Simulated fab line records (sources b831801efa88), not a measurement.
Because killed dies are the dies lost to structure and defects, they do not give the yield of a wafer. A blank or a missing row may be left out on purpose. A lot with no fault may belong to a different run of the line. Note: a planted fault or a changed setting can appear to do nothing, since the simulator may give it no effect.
fab line records -- flow sky130
record: lots: 13, wafers: 39, last_day: 50
route steps=708 shown POLY_GATE@228 LDD_LDN@298 RES_XHIGH@340
lots untouched by any fault: they come from a run of this same line in which no faults occurred
start_h: hours from the record's first day to the start of the lot's first wafer shown -- wait_h: hours from the lot's prior step to this one -- " repeats the value in the row above -- L1.1+2: a row that stands for several wafers -- - no value present, or no start provided -- * or withheld: withheld -- < > ~ a bound
route shown NAME@n: NAME is a module with steps in the file, n the number in the route of the first one -- usual: mean and standard deviation over wafers with no fault -- same: alike in all rows -- chamber/n: place in a boat -- sites: per-site readings -- _std_site: the values' standard deviation -- _edge_site: inner sites' mean taken away from outer sites' mean -- radius_mm: how far each site lies from the wafer's centre -- mask NAME#n: copy n -- behind: the last tool/chamber to shape the wafer -- hold: why the lot was held/for how many hours/how that ended -- device: transistor that didn't switch, given as n, p or np -- end of line: the tests these same wafers got at the end of their route -- step lacking rows: just its recipe -- killed: count of dies lost to structure and defects at first sort (not the wafer's yield) -- map: per-die view of a wafer (x killed, . not killed, _ where there is no die)
set.NAME: the setting as run; set.NAME@STEP: as run at that earlier step -- model.NAME: the simulator's own value behind a step, which no gauge read
a sample of lots followed through the steps of the route, with each step as a table and each wafer as a row
services: when a tool's chamber went out of use (start_h, in hours from the record's first day, below 0 if earlier), for how many hours, and the reason
== steps ==
step: SKY_POLY_GATE_OVL_MEAS_14
usual: POLY_GATE_OVL: 3/5.2
lot.wafer,tool,chamber,start_h,wait_h,POLY_GATE_OVL[nm]
L746.4,overlay-02,-,379.36,0.1,9
L746.5,overlay-02,-,379.36,0.1,5
L746.6,overlay-02,-,379.36,0.1,2
L748.3,overlay-01,-,389.90,0.1,12
L748.4,overlay-01,-,389.90,0.1,2
L748.6,overlay-01,-,389.90,0.1,1
L749.1,overlay-01,-,393.51,0.1,1
L749.2,overlay-01,-,393.51,0.1,0
L749.3,overlay-01,-,393.51,0.1,1
L750.1,overlay-01,-,396.30,0.1,10
L750.2,overlay-01,-,396.30,0.1,-2
L750.4,overlay-01,-,396.30,0.1,-3
L753.1,overlay-01,-,430.31,0.1,1
L753.2,overlay-01,-,430.31,0.1,5
L753.6,overlay-01,-,430.31,0.1,7
L754.1,overlay-02,-,444.86,0.1,3
L754.3,overlay-02,-,444.86,0.1,4
L754.6,overlay-02,-,444.86,0.1,4
L759.3,overlay-01,-,482.56,0.1,7
L759.5,overlay-01,-,482.56,0.1,5
L759.6,overlay-01,-,482.56,0.1,3
L761.2,overlay-01,-,503.30,0.1,1
L761.4,overlay-01,-,503.30,0.1,-2
L761.6,overlay-01,-,503.30,0.1,-6
L762.1,overlay-02,-,523.69,0.1,-2
L762.5,overlay-02,-,523.69,0.1,-2
L762.6,overlay-02,-,523.69,0.1,-6
L765.1,overlay-01,-,540.10,0.1,3
L765.4,overlay-01,-,540.10,0.1,3
L765.5,overlay-01,-,540.10,0.1,1
L764.1,overlay-01,-,541.40,0.1,6
L764.3,overlay-01,-,541.40,0.1,5
L764.4,overlay-01,-,541.40,0.1,3
L767.1,overlay-01,-,576.04,0.1,-5
L767.4,overlay-01,-,576.04,0.1,-3
L767.5,overlay-01,-,576.04,0.1,-7
L769.1,overlay-01,-,576.15,0.1,4
L769.3,overlay-01,-,576.15,0.1,4
L769.5,overlay-01,-,576.15,0.1,8
step: SKY_LDD_LDN_IMPLANT_09
recipe: species: As, energy_kev: 15, dose_cm2: 1.25e+13, tilt_deg: withheld, rotation_deg: 113
lot.wafer,tool,chamber,start_h,wait_h
L746.4+5+6,implanter-03,0,534.59,0.1
L748.3+4+6,implanter-03,0,547.01,0.1
L749.1+2+3,implanter-02,0,548.25,0.1
L749.1+2+3,implanter-02,0,548.57,0.3
L750.1+2+4,implanter-01,0,551.75,0.1
L750.1+2+4,implanter-01,0,552.07,0.3
L753.1+2+6,implanter-01,0,586.15,0.1
L754.1+3+6,implanter-03,0,598.29,0.1
L759.3+5+6,implanter-01,0,628.71,0.1
L761.2+4+6,implanter-03,0,652.04,0.1
L762.1+5+6,implanter-03,0,675.36,0.1
L765.1+4+5,implanter-01,0,684.15,0.1
L764.1+3+4,implanter-03,0,685.25,0.9
L767.1+4+5,implanter-02,0,718.80,0.1
L769.1+3+5,implanter-03,0,719.16,0.1
step: SKY_LDD_LDN_TW_MEAS_13
usual: LDD_LDN_TW: 1474/11
lot.wafer,tool,chamber,start_h,wait_h,LDD_LDN_TW
L746.4,film_metro-03,-,535.09,0.1,1482
L746.5,film_metro-03,-,535.09,0.1,1490
L746.6,film_metro-03,-,535.09,0.1,1488
L748.3,film_metro-03,-,547.53,0.1,1486
L748.4,film_metro-03,-,547.53,0.1,1493
L748.6,film_metro-03,-,547.53,0.1,1481
L749.1,film_metro-02,-,549.20,0.1,1549
L749.2,film_metro-02,-,549.20,0.1,1552
L749.3,film_metro-02,-,549.20,0.1,1551
L750.1,film_metro-03,-,552.62,0.1,1584
L750.2,film_metro-03,-,552.62,0.1,1588
L750.4,film_metro-03,-,552.62,0.1,1586
L753.1,film_metro-02,-,586.70,0.1,1457
L753.2,film_metro-02,-,586.70,0.1,1458
L753.6,film_metro-02,-,586.70,0.1,1461
L754.1,film_metro-01,-,598.84,0.1,1464
L754.3,film_metro-01,-,598.84,0.1,1472
L754.6,film_metro-01,-,598.84,0.1,1464
L759.3,film_metro-02,-,629.23,0.1,1457
L759.5,film_metro-02,-,629.23,0.1,1452
L759.6,film_metro-02,-,629.23,0.1,1460
L761.2,film_metro-03,-,652.57,0.1,1474
L761.4,film_metro-03,-,652.57,0.1,1469
L761.6,film_metro-03,-,652.57,0.1,1470
L762.1,film_metro-01,-,675.91,0.1,1470
L762.5,film_metro-01,-,675.91,0.1,1475
L762.6,film_metro-01,-,675.91,0.1,1487
L765.1,film_metro-03,-,684.70,0.1,1467
L765.4,film_metro-03,-,684.70,0.1,1475
L765.5,film_metro-03,-,684.70,0.1,1476
L764.1,film_metro-02,-,685.80,0.1,1461
L764.3,film_metro-02,-,685.80,0.1,1458
L764.4,film_metro-02,-,685.80,0.1,1456
L767.1,film_metro-03,-,719.35,0.1,1479
L767.4,film_metro-03,-,719.35,0.1,1479
L767.5,film_metro-03,-,719.35,0.1,1480
L769.1,film_metro-01,-,719.71,0.1,1479
L769.3,film_metro-01,-,719.71,0.1,1481
L769.5,film_metro-01,-,719.71,0.1,1477
step: SKY_RES_XHIGH_STRIP_08
recipe: chemistry: O2/N2, power_w: 1400, pressure_mtorr: 1500, platen_temp_c: withheld, o2_flow_sccm: 3000, n2_flow_sccm: 300, overash_fraction: 0.5
usual: drypump_motor_current_A: 5.8/0.51, n2_flow_sccm: 299.9/0.97, oes_product_au: 0.710/0.0048, strip_time_to_endpoint_s: 14.35/0.035
lot.wafer,tool,chamber,start_h,wait_h,drypump_motor_current_A,n2_flow_sccm,oes_product_au,rf_hours_counter_h,strip_time_to_endpoint_s
L746.4,plasma_asher-02,0,624.22,0.1,5.4,299.6,0.706,-,14.31
L746.5,plasma_asher-02,1,624.22,0.1,6.4,298.6,0.708,-,14.33
L746.6,plasma_asher-02,0,624.22,0.1,5.5,300.1,0.709,-,14.34
L748.3,plasma_asher-02,1,632.52,0.1,6.4,301.7,0.718,-,14.32
L748.4,plasma_asher-02,0,632.52,0.1,5.5,301.0,0.707,-,14.32
L748.6,plasma_asher-02,1,632.52,0.1,6.5,300.2,0.715,-,14.32
L749.1,plasma_asher-02,0,646.68,0.1,5.4,298.4,0.714,94,14.38
L749.2,plasma_asher-02,1,646.68,0.1,6.5,300.7,0.704,94,14.38
L749.3,plasma_asher-02,0,646.68,0.1,5.4,299.1,0.709,-,14.37
L750.1,plasma_asher-02,0,649.13,0.1,5.5,300.8,0.720,94,14.31
L750.2,plasma_asher-02,1,649.13,0.1,6.4,300.5,0.714,94,14.34
L750.4,plasma_asher-02,0,649.13,0.1,5.5,300.1,0.711,-,14.31
L753.1,plasma_asher-04,1,670.78,0.1,5.2,301.7,0.710,23,14.41
L753.2,plasma_asher-04,0,670.78,0.1,6.1,300.3,0.716,23,14.41
L753.6,plasma_asher-04,0,670.78,0.1,6.1,300.2,0.713,-,14.37
L754.1,plasma_asher-01,0,682.42,0.1,5.5,301.0,0.706,58,14.37
L754.3,plasma_asher-01,0,682.42,0.1,5.5,299.9,0.711,-,14.38
L754.6,plasma_asher-01,0,682.42,0.1,5.5,300.4,0.712,-,14.39
L759.3,plasma_asher-04,0,716.30,0.1,6.2,300.5,0.705,-,14.37
L759.5,plasma_asher-04,0,716.30,0.1,6.2,301.0,0.706,-,14.35
L759.6,plasma_asher-04,1,716.30,0.1,5.1,300.1,0.708,-,14.35
L761.2,plasma_asher-04,0,740.52,0.1,6.1,300.1,0.715,30,14.37
L761.4,plasma_asher-04,0,740.52,0.1,6.1,299.8,0.705,-,14.34
L761.6,plasma_asher-04,1,740.52,0.1,5.1,299.7,0.704,-,14.37
L762.1,plasma_asher-04,1,760.02,0.1,5.1,298.4,0.715,32,14.40
L762.5,plasma_asher-04,0,760.02,0.1,6.1,298.9,0.712,-,14.40
L762.6,plasma_asher-04,1,760.02,0.1,5.1,299.0,0.721,-,14.36
L765.1,plasma_asher-01,0,768.63,0.1,5.5,299.6,0.705,67,14.37
L765.4,plasma_asher-01,0,768.63,0.1,5.5,299.0,0.707,-,14.36
L765.5,plasma_asher-01,0,768.63,0.1,5.5,297.6,0.712,-,14.40
L764.1,plasma_asher-04,0,769.88,0.1,6.1,297.9,0.705,33,14.32
L764.3,plasma_asher-04,1,769.88,0.1,5.1,299.2,0.717,-,14.32
L764.4,plasma_asher-04,0,769.88,0.1,6.2,299.8,0.711,-,14.31
L767.1,plasma_asher-04,1,800.99,0.1,5.1,300.8,0.711,36,14.26
L767.4,plasma_asher-04,1,800.99,0.1,5.1,298.9,0.703,-,14.30
L767.5,plasma_asher-04,1,800.99,0.1,5.1,300.1,0.711,-,14.34
L769.1,plasma_asher-02,0,802.07,0.1,5.4,300.5,0.711,5,14.37
L769.3,plasma_asher-02,0,802.07,0.1,5.4,301.0,0.708,-,14.38
L769.5,plasma_asher-02,0,802.07,0.1,5.5,299.6,0.705,-,14.37
step: SKY_RES_XHIGH_TW_MEAS_09
usual: RES_XHIGH_TW: 1635/14
lot.wafer,tool,chamber,start_h,wait_h,RES_XHIGH_TW
L746.4,film_metro-01,-,624.31,0.1,1626
L746.5,film_metro-01,-,624.31,0.1,1629
L746.6,film_metro-01,-,624.31,0.1,1637
L748.3,film_metro-04,-,632.60,0.1,1643
L748.4,film_metro-04,-,632.60,0.1,1648
L748.6,film_metro-04,-,632.60,0.1,1651
L749.1,film_metro-02,-,646.78,0.1,1606
L749.2,film_metro-02,-,646.78,0.1,1615
L749.3,film_metro-02,-,646.78,0.1,1604
L750.1,film_metro-04,-,649.23,0.1,1633
L750.2,film_metro-04,-,649.23,0.1,1643
L750.4,film_metro-04,-,649.23,0.1,1644
L753.1,film_metro-01,-,670.88,0.1,1631
L753.2,film_metro-01,-,670.88,0.1,1633
L753.6,film_metro-01,-,670.88,0.1,1628
L754.1,film_metro-04,-,682.52,0.1,1638
L754.3,film_metro-04,-,682.52,0.1,1646
L754.6,film_metro-04,-,682.52,0.1,1645
L759.3,film_metro-04,-,716.39,0.1,1639
L759.5,film_metro-04,-,716.39,0.1,1638
L759.6,film_metro-04,-,716.39,0.1,1649
L761.2,film_metro-04,-,740.63,0.1,1638
L761.4,film_metro-04,-,740.63,0.1,1639
L761.6,film_metro-04,-,740.63,0.1,1647
L762.1,film_metro-02,-,760.12,0.1,1611
L762.5,film_metro-02,-,760.12,0.1,1627
L762.6,film_metro-02,-,760.12,0.1,1622
L765.1,film_metro-02,-,768.73,0.1,1612
L765.4,film_metro-02,-,768.73,0.1,1603
L765.5,film_metro-02,-,768.73,0.1,1600
L764.1,film_metro-04,-,769.98,0.1,1655
L764.3,film_metro-04,-,769.98,0.1,1647
L764.4,film_metro-04,-,769.98,0.1,1659
L767.1,film_metro-01,-,801.09,0.1,1641
L767.4,film_metro-01,-,801.09,0.1,1634
L767.5,film_metro-01,-,801.09,0.1,1638
L769.1,film_metro-01,-,802.17,0.1,1638
L769.3,film_metro-01,-,802.17,0.1,1634
L769.5,film_metro-01,-,802.17,0.1,1634
== services ==
tool,chamber,start_h,hours,kind
implanter-01,-,513.39,2.7,repair
implanter-02,-,523.92,6.8,repair
plasma_asher-02,-,532.22,3.3,repair
plasma_asher-04,-,543.02,10.0,pm
plasma_asher-02,-,550.34,2.8,pm
implanter-02,-,560.87,6.7,repair
implanter-01,-,583.79,2.1,repair
implanter-03,-,589.15,3.6,pm
implanter-02,-,625.65,4.0,repair
implanter-01,-,644.64,17.3,pm
implanter-02,-,657.32,4.7,pm
implanter-03,-,658.51,1.2,repair
plasma_asher-04,-,696.43,2.8,pm
implanter-01,-,721.52,5.5,pm
plasma_asher-04,-,726.51,1.1,repair
plasma_asher-02,-,733.75,9.0,pm
plasma_asher-02,0,733.75,9.0,vent_cycle
plasma_asher-02,1,733.75,9.0,vent_cycle
plasma_asher-02,-,737.72,0.4,repair
plasma_asher-02,-,747.12,1.4,repair
implanter-03,-,747.70,2.5,repair
plasma_asher-02,-,768.09,3.8,pm
plasma_asher-04,-,778.93,1.3,repair
implanter-03,-,780.70,5.2,pm
== key ==
first_sign: step: SKY_LDD_LDN_IMPLANT_09, reading: visit, direction: added
effect: step: SKY_LDD_LDN_TW_MEAS_13, reading: LDD_LDN_TW, direction: up, sigmas: 8.8, usual: 1474, struck: 1568
met_at SKY_LDD_LDN_IMPLANT_09
struck_lots L749,L750
tester_left_out L749,L750
not_acting_at SKY_POLY_GATE_OVL_MEAS_14,SKY_RES_XHIGH_STRIP_08,SKY_RES_XHIGH_TW_MEAS_09
fault: kind: repeated_step_whole, tool: implanter-01,implanter-02,implanter-03, chamber: -, onset_h: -, steps: SKY_LDD_LDN_IMPLANT_09, times: 1, scope: struck_lots_only
tester_left_out: of these lots the tester's yield and bins aren't shown, on N5 and GAA mostly nor the transistor test; their killed dies are dies lost to structure and defects alone, not to doping, threshold or leakage, so they don't give the yield
